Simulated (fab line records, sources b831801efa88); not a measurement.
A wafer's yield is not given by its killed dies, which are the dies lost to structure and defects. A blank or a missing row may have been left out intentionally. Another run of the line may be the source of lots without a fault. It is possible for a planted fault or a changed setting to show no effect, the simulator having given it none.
Which tool is to blame? + flow gf180mcu + route of 602 steps, sampled at 1 step: 13 lots, 39 wafers

== WHAT EACH GAUGE READ, for each wafer ==
GF_M3_OVL_MEAS_15. Usual: M3_OVL -4 nm, standard deviation 5.
| lot  | measured     | on         | M3_OVL (nm) | flag |
|------|--------------|------------|-------------|------|
| L347 | day 21 04:05 | overlay-02 | -9 -9 -5    |      |
| L350 | day 22 13:01 | overlay-01 | -1 3 -3     |      |
| L351 | day 22 22:32 | overlay-01 | 2 -6 -5     |      |
| L352 | day 23 05:44 | overlay-01 | -9 -12 -8   |      |
| L353 | day 23 11:08 | overlay-02 | -5 -4 -4    |      |
| L354 | day 23 21:08 | overlay-02 | 1 -2 -4     |      |
| L360 | day 26 04:56 | overlay-01 | -8 -4 -11   |      |
| L361 | day 26 07:13 | overlay-02 | -5 -6 -7    |      |
| L363 | day 26 22:53 | overlay-01 | 0 7 5       |      |
| L364 | day 27 01:55 | overlay-02 | -7 -10 -7   |      |
| L366 | day 27 15:56 | overlay-02 | 1 0 -2      |      |
| L367 | day 28 01:40 | overlay-01 | -6 1 -9     |      |
| L369 | day 28 11:47 | overlay-02 | -14 -6 -17  |      |

== WHICH TOOL RAN EACH LOT (tool, then ch and the chambers of the sampled wafers, then the start) ==
Record: no process step prior to these readings.

== WHAT THE TOOLS THEMSELVES READ (means of the sampled wafers that have a number; where no wafer has one, the mark that the record gives instead) ==
The record holds no such reading with a usual standard deviation.

== THE ANSWER, worked out from the rows above alone ==
Rule: lot off if the mean of its wafers having a number is beyond 3 standard deviations from the usual mean. Also off: a lot with no number at a reading for which 4 or more lots have one. Where the step has rows for the other lots, those lots are counted as sound. After the gauges, taken in route order, come the tools' own readings; for these a lot's mean is taken, as printed above. The first step at which some lot is off is used, and at that step the reading that is off furthest; a lot without a number counts as furthest.
No lot is off at any reading shown: from this, nothing can be told.

== WHAT THE SIMULATOR PUT IN ==
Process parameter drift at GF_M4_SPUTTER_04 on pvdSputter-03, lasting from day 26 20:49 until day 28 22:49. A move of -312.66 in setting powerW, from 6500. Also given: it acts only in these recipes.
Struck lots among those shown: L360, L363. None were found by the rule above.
